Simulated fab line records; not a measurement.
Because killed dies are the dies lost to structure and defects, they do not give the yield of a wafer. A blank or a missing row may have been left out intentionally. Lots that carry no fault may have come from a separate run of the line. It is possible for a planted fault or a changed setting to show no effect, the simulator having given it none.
The tool behind it: which one? :: flow sky130 :: 36 wafers from 12 lots sampled at 5 of the route's 708 steps

== WHAT THE GAUGES READ, wafer by wafer ==
SKY_NWELL_TW_MEAS_15.
lot: L728
measured: day 4 12:04
on: film_metro-02
NWELL_TW: 1789 1781 1792

lot: L729
measured: day 4 23:18
on: film_metro-01
NWELL_TW: 1815 1815 1810

lot: L732
measured: day 5 18:02
on: film_metro-03
NWELL_TW: 1807 1807 1804

lot: L733
measured: day 5 21:25
on: film_metro-03
NWELL_TW: 1830 1808 1818

lot: L734
measured: day 6 04:13
on: film_metro-02
NWELL_TW: 1789 1798 1790

lot: L735
measured: day 6 06:11
on: film_metro-03
NWELL_TW: 1814 1817 1819

lot: L736
measured: day 6 12:28
on: film_metro-02
NWELL_TW: 1787 1789 1791

lot: L741
measured: day 7 23:28
on: film_metro-03
NWELL_TW: 1826 1811 1825

lot: L742
measured: day 8 02:58
on: film_metro-02
NWELL_TW: 1793 1797 1791

lot: L747
measured: day 9 05:49
on: film_metro-02
NWELL_TW: 1782 1791 1796

lot: L749
measured: day 9 15:55
on: film_metro-02
NWELL_TW: 1792 1784 1794

lot: L751
measured: day 10 04:20
on: film_metro-01
NWELL_TW: 1810 1796 1801

SKY_VT_ADJUST_HVTR_CD_MEAS_07 targets a cd of 380 nm.
lot: L728
measured: day 9 06:19
on: cd_sem-02
cd_nm (nm): 378.4 382.2 375.2

lot: L729
measured: day 9 21:08
on: cd_sem-01
cd_nm (nm): 378.8 379.3 378.3

lot: L732
measured: day 10 20:58
on: cd_sem-02
cd_nm (nm): 378.2 376.4 378.2

lot: L733
measured: day 11 01:06
on: cd_sem-02
cd_nm (nm): 377.3 376.1 377.6

lot: L734
measured: day 11 10:35
on: cd_sem-01
cd_nm (nm): 383.2 380.8 382.5

lot: L735
measured: day 11 11:32
on: cd_sem-01
cd_nm (nm): 379.9 381.1 381.5

lot: L736
measured: day 11 21:13
on: cd_sem-01
cd_nm (nm): 378.5 379.0 377.2

lot: L741
measured: day 13 16:45
on: cd_sem-01
cd_nm (nm): 421.2 420.3 421.6

lot: L742
measured: day 13 20:39
on: cd_sem-01
cd_nm (nm): 424.0 425.2 423.3

lot: L747
measured: day 15 05:58
on: cd_sem-01
cd_nm (nm): 381.9 381.4 381.0

lot: L749
measured: day 15 19:10
on: cd_sem-01
cd_nm (nm): 377.0 375.2 376.1

lot: L751
measured: day 16 11:22
on: cd_sem-02
cd_nm (nm): 379.2 380.5 379.8

== EACH LOT AND THE TOOL THAT RAN IT (in order: tool; ch and the chambers of the sampled wafers; start) ==
lot: L728
SKY_PWDE_STRIP_09: plasma_asher-01 ch 0,1, day 3 19:46
SKY_NWELL_STRIP_14: plasma_asher-04 ch 0,1, day 4 11:58
SKY_VT_ADJUST_HVTR_DEVELOP_06: litho_track-03 ch 0, day 9 06:10

lot: L729
SKY_PWDE_STRIP_09: plasma_asher-04 ch 0,1, day 4 05:44
SKY_NWELL_STRIP_14: plasma_asher-03 ch 0,1, day 4 23:11
SKY_VT_ADJUST_HVTR_DEVELOP_06: litho_track-03 ch 0, day 9 20:59

lot: L732
SKY_PWDE_STRIP_09: plasma_asher-04 ch 0,1, day 4 23:43
SKY_NWELL_STRIP_14: plasma_asher-04 ch 0,1, day 5 17:56
SKY_VT_ADJUST_HVTR_DEVELOP_06: litho_track-04 ch 0, day 10 20:49

lot: L733
SKY_PWDE_STRIP_09: plasma_asher-04 ch 0,1, day 5 03:35
SKY_NWELL_STRIP_14: plasma_asher-03 ch 0,1, day 5 21:19
SKY_VT_ADJUST_HVTR_DEVELOP_06: litho_track-03 ch 0, day 11 00:57

lot: L734
SKY_PWDE_STRIP_09: plasma_asher-03 ch 0,1, day 5 09:59
SKY_NWELL_STRIP_14: plasma_asher-03 ch 0,1, day 6 04:07
SKY_VT_ADJUST_HVTR_DEVELOP_06: litho_track-02 ch 0, day 11 10:27

lot: L735
SKY_PWDE_STRIP_09: plasma_asher-01 ch 0,1, day 5 11:40
SKY_NWELL_STRIP_14: plasma_asher-02 ch 0,1, day 6 06:05
SKY_VT_ADJUST_HVTR_DEVELOP_06: litho_track-02 ch 0, day 11 11:24

lot: L736
SKY_PWDE_STRIP_09: plasma_asher-03 ch 0,1, day 5 18:19
SKY_NWELL_STRIP_14: plasma_asher-03 ch 0,1, day 6 12:22
SKY_VT_ADJUST_HVTR_DEVELOP_06: litho_track-02 ch 0, day 11 21:04

lot: L741
SKY_PWDE_STRIP_09: plasma_asher-04 ch 0,1, day 7 02:49
SKY_NWELL_STRIP_14: plasma_asher-03 ch 0,1, day 7 23:22
SKY_VT_ADJUST_HVTR_DEVELOP_06: litho_track-03 ch 0, day 13 16:36

lot: L742
SKY_PWDE_STRIP_09: plasma_asher-01 ch 0,1, day 7 06:19
SKY_NWELL_STRIP_14: plasma_asher-03 ch 0,1, day 8 02:52
SKY_VT_ADJUST_HVTR_DEVELOP_06: litho_track-03 ch 0, day 13 20:30

lot: L747
SKY_PWDE_STRIP_09: plasma_asher-01 ch 0,1, day 8 08:49
SKY_NWELL_STRIP_14: plasma_asher-02 ch 0,1, day 9 05:43
SKY_VT_ADJUST_HVTR_DEVELOP_06: litho_track-02 ch 0, day 15 05:49

lot: L749
SKY_PWDE_STRIP_09: plasma_asher-03 ch 0,1, day 8 18:10
SKY_NWELL_STRIP_14: plasma_asher-03 ch 0,1, day 9 15:49
SKY_VT_ADJUST_HVTR_DEVELOP_06: litho_track-04 ch 0, day 15 19:01

lot: L751
SKY_PWDE_STRIP_09: plasma_asher-04 ch 0, day 9 06:11
SKY_NWELL_STRIP_14: plasma_asher-02 ch 0,1, day 10 04:14
SKY_VT_ADJUST_HVTR_DEVELOP_06: litho_track-02 ch 0, day 16 11:13
- SKY_PWDE_STRIP_09: strips in O2/N2.
- SKY_NWELL_STRIP_14: strips in O2/N2.
- SKY_VT_ADJUST_HVTR_DEVELOP_06: develop time 60 s.

== AS READ BY THE TOOLS THEMSELVES (means over the sampled wafers that have a number; for cases with no such wafer, the mark the record gives instead) ==
SKY_PWDE_STRIP_09.
lot: L728
tool: plasma_asher-01
drypump_motor_current_A (A): 5.7
oes_product_au (a.u.): 0.722
strip_time_to_endpoint_s (s): 36.94

lot: L729
tool: plasma_asher-04
drypump_motor_current_A (A): 5.7
oes_product_au (a.u.): 0.723
strip_time_to_endpoint_s (s): 36.99

lot: L732
tool: plasma_asher-04
drypump_motor_current_A (A): 5.3
oes_product_au (a.u.): 0.721
strip_time_to_endpoint_s (s): 37.00

lot: L733
tool: plasma_asher-04
drypump_motor_current_A (A): 5.3
oes_product_au (a.u.): 0.725
strip_time_to_endpoint_s (s): 37.06

lot: L734
tool: plasma_asher-03
drypump_motor_current_A (A): 5.6
oes_product_au (a.u.): 0.727
strip_time_to_endpoint_s (s): 36.86

lot: L735
tool: plasma_asher-01
drypump_motor_current_A (A): 5.7
oes_product_au (a.u.): 0.723
strip_time_to_endpoint_s (s): 36.89

lot: L736
tool: plasma_asher-03
drypump_motor_current_A (A): 5.6
oes_product_au (a.u.): 0.723
strip_time_to_endpoint_s (s): 36.82

lot: L741
tool: plasma_asher-04
drypump_motor_current_A (A): 5.6
oes_product_au (a.u.): 0.724
strip_time_to_endpoint_s (s): 37.11

lot: L742
tool: plasma_asher-01
drypump_motor_current_A (A): 5.7
oes_product_au (a.u.): 0.722
strip_time_to_endpoint_s (s): 37.12

lot: L747
tool: plasma_asher-01
drypump_motor_current_A (A): 5.6
oes_product_au (a.u.): 0.726
strip_time_to_endpoint_s (s): 36.95

lot: L749
tool: plasma_asher-03
drypump_motor_current_A (A): 5.6
oes_product_au (a.u.): 0.722
strip_time_to_endpoint_s (s): 36.97

lot: L751
tool: plasma_asher-04
drypump_motor_current_A (A): 6.0
oes_product_au (a.u.): 0.721
strip_time_to_endpoint_s (s): 37.07

SKY_NWELL_STRIP_14.
lot: L728
tool: plasma_asher-04
drypump_motor_current_A (A): 5.7
oes_product_au (a.u.): 0.723
strip_time_to_endpoint_s (s): 36.84

lot: L729
tool: plasma_asher-03
drypump_motor_current_A (A): 5.6
oes_product_au (a.u.): 0.723
strip_time_to_endpoint_s (s): 36.99

lot: L732
tool: plasma_asher-04
drypump_motor_current_A (A): 5.7
oes_product_au (a.u.): 0.728
strip_time_to_endpoint_s (s): 36.89

lot: L733
tool: plasma_asher-03
drypump_motor_current_A (A): 5.6
oes_product_au (a.u.): 0.723
strip_time_to_endpoint_s (s): 36.97

lot: L734
tool: plasma_asher-03
drypump_motor_current_A (A): 5.6
oes_product_au (a.u.): 0.723
strip_time_to_endpoint_s (s): 36.76

lot: L735
tool: plasma_asher-02
drypump_motor_current_A (A): 5.4
oes_product_au (a.u.): 0.720
strip_time_to_endpoint_s (s): 36.92

lot: L736
tool: plasma_asher-03
drypump_motor_current_A (A): 5.4
oes_product_au (a.u.): 0.724
strip_time_to_endpoint_s (s): 36.86

lot: L741
tool: plasma_asher-03
drypump_motor_current_A (A): 5.6
oes_product_au (a.u.): 0.721
strip_time_to_endpoint_s (s): 36.84

lot: L742
tool: plasma_asher-03
drypump_motor_current_A (A): 5.4
oes_product_au (a.u.): 0.723
strip_time_to_endpoint_s (s): 36.92

lot: L747
tool: plasma_asher-02
drypump_motor_current_A (A): 5.4
oes_product_au (a.u.): 0.722
strip_time_to_endpoint_s (s): 36.87

lot: L749
tool: plasma_asher-03
drypump_motor_current_A (A): 5.3
oes_product_au (a.u.): 0.724
strip_time_to_endpoint_s (s): 36.94

lot: L751
tool: plasma_asher-02
drypump_motor_current_A (A): 5.4
oes_product_au (a.u.): 0.722
strip_time_to_endpoint_s (s): 36.92

== THE ANSWER, worked out from the rows above alone ==
Rule: the lots themselves supply what counts as usual. Put in order of their means at a reading, lots are off if they are a third of the lots or fewer, leave a main group of 4 or more, and stand apart from it by a gap of 3 or more times the standard deviation of the main group's means; of several such gaps the widest counts. A main group whose means are all the same, to the digits that the tables above print for the reading, isn't used. A lot without any number at a reading at which 4 lots or more have one is off too. Any other lot the step has rows for is counted as sound. After the gauges, taken in route order, come the tools' own readings; for these a lot's mean is taken, as printed above. The first step at which some lot is off is used, and at that step the reading that is off furthest; a lot without a number counts as furthest.
Off: L741, L742, at SKY_VT_ADJUST_HVTR_CD_MEAS_07 (cd_nm). For the main group the mean is 379.1 nm and the standard deviation 1.9.
If a tool, at a process step before that reading, ran all the lots that are off and no sound lot after the first of them, it fits. Gauges at SKY_VT_ADJUST_HVTR_CD_MEAS_07: tried the same way as those tools. One fits: SKY_VT_ADJUST_HVTR_DEVELOP_06 on litho_track-03. A fault onset in the window from L733 (day 11 00:57, its last sound lot) to L741 (day 13 16:36, its first lot off) fits.

== WHAT THE SIMULATOR HAD INSERTED ==
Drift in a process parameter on litho_track-03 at SKY_VT_ADJUST_HVTR_DEVELOP_06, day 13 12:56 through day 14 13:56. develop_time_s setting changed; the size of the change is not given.
Struck lots among those shown: L741, L742. This agrees with what the rule above found.
